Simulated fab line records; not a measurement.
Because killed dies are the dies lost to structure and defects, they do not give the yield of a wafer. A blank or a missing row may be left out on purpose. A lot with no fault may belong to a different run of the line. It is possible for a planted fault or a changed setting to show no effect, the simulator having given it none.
What tool caused it? -- flow sky130 -- 11 lots with 33 wafers sampled at 6 steps, on a route of 708 steps

WHAT THE GAUGES READ, wafer by wafer
The record holds no reading of a measuring or inspecting step that can be judged against a usual standard deviation.

TOOL THAT RAN EACH LOT (tool first, then ch and the chambers of the sampled wafers, then the start)
lot,SKY_METAL1_DESCUM_17,SKY_METAL2_SPUTTER_02,SKY_METAL2_SPUTTER_03,SKY_METAL2_COAT_10,SKY_METAL2_STRIP_20,SKY_PAD_OPEN_PROBE_99
L593,"rie-metal-01 ch 0, day 33 16:23","pvd-sputter-03, day 34 21:34","pvd-sputter-03, day 34 21:35","litho-track-03 ch 0, day 35 10:00","plasma-asher-03 ch 0,1, day 35 23:25",-
L597,"rie-metal-01 ch 1, day 35 04:04","pvd-sputter-01, day 36 09:13","pvd-sputter-01, day 36 09:14","litho-track-03 ch 0, day 36 22:00","plasma-asher-02 ch 0,1, day 37 11:55",-
L599,"rie-metal-03 ch 0,1, day 35 20:02","pvd-sputter-03, day 37 00:13","pvd-sputter-03, day 37 00:14","litho-track-03 ch 0, day 37 13:00","plasma-asher-02 ch 0,1, day 38 02:41",-
L602,"rie-metal-01 ch 0,1, day 36 16:05","pvd-sputter-01, day 37 20:54","pvd-sputter-01, day 37 20:56","litho-track-03 ch 0, day 38 09:00","plasma-asher-03 ch 0,1, day 38 23:22",-
L603,"rie-metal-01 ch 0,1, day 36 22:50","pvd-sputter-01, day 38 03:27","pvd-sputter-01, day 38 03:29","litho-track-03 ch 0, day 38 16:00","plasma-asher-02 ch 0, day 39 05:17","prober-02, day 48 22:51"
L605,"rie-metal-01 ch 0,1, day 37 16:22","pvd-sputter-01, day 38 20:56","pvd-sputter-01, day 38 20:57","litho-track-04 ch 0, day 39 08:00","plasma-asher-01 ch 0,1, day 39 21:52","prober-02, day 49 09:34"
L606,"rie-metal-04 ch 0,1, day 38 02:54","pvd-sputter-04, day 39 07:05","pvd-sputter-04, day 39 07:07","litho-track-04 ch 0, day 39 19:00","plasma-asher-02 ch 0,1, day 40 07:56","prober-01, day 49 17:30"
L608,"rie-metal-03 ch 0,1, day 38 12:44","pvd-sputter-04, day 39 16:37","pvd-sputter-04, day 39 16:38","litho-track-01 ch 0, day 40 04:00","plasma-asher-02 ch 0,1, day 40 16:59","prober-01, day 49 23:41"
L611,"rie-metal-03 ch 0,1, day 39 17:18","pvd-sputter-04, day 40 20:02","pvd-sputter-04, day 40 20:04","litho-track-01 ch 0, day 41 07:00","plasma-asher-02 ch 0,1, day 41 20:46",-
L612,"rie-metal-04 ch 0, day 39 20:50","pvd-sputter-01, day 41 00:02","pvd-sputter-01, day 41 00:03","litho-track-01 ch 0, day 41 11:00","plasma-asher-03 ch 0,1, day 41 23:44",-
L613,"rie-metal-04 ch 0,1, day 40 01:56","pvd-sputter-04, day 41 05:18","pvd-sputter-04, day 41 05:19","litho-track-04 ch 0, day 41 17:00","plasma-asher-03 ch 0,1, day 42 06:29",-
- SKY_METAL1_DESCUM_17: chemistry O2, time 8 s.
- SKY_METAL2_SPUTTER_02: material AlCu, target thk 250 nm, time 13.3 s.
- SKY_METAL2_SPUTTER_03: material Ti, target thk 5 nm, time 3.3 s.
- SKY_METAL2_COAT_10: resist thk 450 nm.
- SKY_METAL2_STRIP_20: strips in O2/N2.
- SKY_PAD_OPEN_PROBE_99

WHAT THE TOOLS THEMSELVES READ (means of the sampled wafers that have a number; where no wafer has one, the mark that the record gives instead)
SKY_METAL1_DESCUM_17. Usual: drypump-motor-current-A 5.75 A, standard deviation 0.28; oes-product-au 0.996 a.u., standard deviation 0.0076.
lot,tool,drypump-motor-current-A (A),oes-product-au (a.u.),flag
L593,rie-metal-01,5.64,1.000,
L597,rie-metal-01,5.83,0.994,
L599,rie-metal-03,5.74,0.994,
L602,rie-metal-01,5.71,0.996,
L603,rie-metal-01,5.77,1.000,
L605,rie-metal-01,5.78,0.994,
L606,rie-metal-04,5.86,0.994,
L608,rie-metal-03,5.73,0.997,
L611,rie-metal-03,5.36,0.996,
L612,rie-metal-04,5.95,1.002,
L613,rie-metal-04,5.84,0.999,

SKY_METAL2_SPUTTER_02. Usual: cathode-dc-power-W 10600 W, standard deviation 2; throttle-valve-pct 29.9 %, standard deviation 0.99.
lot,tool,cathode-dc-power-W (W),throttle-valve-pct (%),flag
L593,pvd-sputter-03,10600,30.5,
L597,pvd-sputter-01,10600,28.4,
L599,pvd-sputter-03,10600,31.0,
L602,pvd-sputter-01,10600,30.0,
L603,pvd-sputter-01,10599,30.3,
L605,pvd-sputter-01,10601,28.4,
L606,pvd-sputter-04,10601,30.5,
L608,pvd-sputter-04,10599,30.0,
L611,pvd-sputter-04,10603,30.4,
L612,pvd-sputter-01,10601,28.7,
L613,pvd-sputter-04,10599,29.7,

SKY_METAL2_SPUTTER_03. Usual: cathode-dc-power-W 3000.0 W, standard deviation 0.49; throttle-valve-pct 29.9 %, standard deviation 0.99.
lot,tool,cathode-dc-power-W (W),throttle-valve-pct (%),flag
L593,pvd-sputter-03,2999.9,30.5,
L597,pvd-sputter-01,2999.6,28.1,
L599,pvd-sputter-03,2999.9,30.9,
L602,pvd-sputter-01,3000.0,29.8,
L603,pvd-sputter-01,3000.1,30.4,
L605,pvd-sputter-01,2999.6,28.4,
L606,pvd-sputter-04,2999.8,30.5,
L608,pvd-sputter-04,2999.9,30.1,
L611,pvd-sputter-04,3000.2,30.4,
L612,pvd-sputter-01,3000.2,28.6,
L613,pvd-sputter-04,2999.9,29.7,

SKY_METAL2_COAT_10. Usual: chill-plate-temp-C 22.99 C, standard deviation 0.11; spin-speed-rpm 3000.3 rpm, standard deviation 2.6.
lot,tool,chill-plate-temp-C (C),spin-speed-rpm (rpm),flag
L593,litho-track-03,23.03,2999.7,
L597,litho-track-03,23.05,3002.3,
L599,litho-track-03,22.95,2998.2,
L602,litho-track-03,23.05,2711.4,OFF
L603,litho-track-03,22.93,2708.7,OFF
L605,litho-track-04,22.92,2999.4,
L606,litho-track-04,22.97,2998.7,
L608,litho-track-01,22.94,3000.4,
L611,litho-track-01,22.98,3001.5,
L612,litho-track-01,23.11,3001.8,
L613,litho-track-04,22.90,3001.2,

SKY_METAL2_STRIP_20. Usual: drypump-motor-current-A 5.7 A, standard deviation 0.3; oes-product-au 0.343 a.u., standard deviation 0.0046; strip-time-to-endpoint-s 2.703 s, standard deviation 0.027.
lot,tool,drypump-motor-current-A (A),oes-product-au (a.u.),strip-time-to-endpoint-s (s),flag
L593,plasma-asher-03,5.6,0.341,2.756,
L597,plasma-asher-02,6.0,0.340,2.742,
L599,plasma-asher-02,5.8,0.345,2.705,
L602,plasma-asher-03,5.6,0.356,2.988,OFF
L603,plasma-asher-02,6.1,0.350,2.968,OFF
L605,plasma-asher-01,5.6,0.345,2.693,
L606,plasma-asher-02,6.0,0.340,2.684,
L608,plasma-asher-02,5.8,0.343,2.692,
L611,plasma-asher-02,5.8,0.344,2.731,
L612,plasma-asher-03,5.6,0.341,2.745,
L613,plasma-asher-03,5.6,0.342,2.707,

SKY_PAD_OPEN_PROBE_99. Usual: defect-limited-yield 82.4 %, standard deviation 1.8; killed_at_M0_to_M3 44, standard deviation 7.2; killed_at_M4_up 3.5, standard deviation 1.8; killed-at-contacts 25, standard deviation 5.1; killed-at-front-end 14, standard deviation 4.4; killed-at-other 0.4, standard deviation 0.58; killed-dies 87, standard deviation 9.1; killed-open 48, standard deviation 6.9; killed-short 38, standard deviation 6.3; sort_bin_3_pad_short 0.9 %, standard deviation 0.43; sort_bin_5_function 10.5 %, standard deviation 1.5; sort_bin_6_memory 6.3 %, standard deviation 1.1; sort-n-pass 405, standard deviation 9.1; sort-yield-pct 82.4 %, standard deviation 1.8.
lot,tool,defect-limited-yield (%),killed_at_M0_to_M3,killed_at_M4_up,killed-at-contacts,killed-at-front-end,killed-at-other,killed-dies,killed-open,killed-short,sort_bin_3_pad_short (%),sort_bin_5_function (%),sort_bin_6_memory (%),sort-n-pass,sort-yield-pct (%),flag
L603,prober-02,83.4,47,2.0,21,12,0.3,82,50,31,0.9,8.6,7.0,410,83.4,
L605,prober-02,83.1,45,2.7,23,11,0.7,83,47,36,0.8,9.6,6.5,409,83.1,
L606,prober-01,82.9,41,5.3,24,14,0.3,84,45,39,0.9,10.4,5.8,408,82.9,
L608,prober-01,80.6,57,2.3,26,10,0.0,95,52,42,1.2,10.7,7.4,397,80.6,

THE ANSWER, worked out from the rows above alone
Rule: a lot counts as off when the mean over its wafers that have a number is more than 3 standard deviations away from the usual mean. Also off: a lot with no number at a reading for which 4 or more lots have one. Any other lot the step has rows for is counted as sound. After the gauges, taken in route order, come the tools' own readings; for these a lot's mean is taken, as printed above. At the first step where some lot is off, the reading lying furthest off is the one used; lots without a number count as furthest.
Off, at SKY_METAL2_COAT_10 on spin-speed-rpm: L602, L603.
A tool fits if, at that step or a process step before it, it ran every lot that is off, and no sound lot after the first of them. One fits: SKY_METAL2_COAT_10 on litho-track-03. A fault onset in the window from L599 (day 37 13:00, its last sound lot) to L602 (day 38 09:00, its first lot off) fits.
The tool's own readings at SKY_METAL2_COAT_10 bear it out: on the lots that are off they differ by more than 5 times the standard deviation of the sound lots' means. spin-speed-rpm reads 2710.1 rpm there against 3000.4 rpm on the sound lots.

WHAT THE SIMULATOR HAD INSERTED
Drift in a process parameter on litho-track-03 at SKY_METAL2_COAT_10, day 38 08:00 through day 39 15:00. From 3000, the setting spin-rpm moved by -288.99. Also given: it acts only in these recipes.
Struck lots among those shown: L602, L603. The rule above found the same.
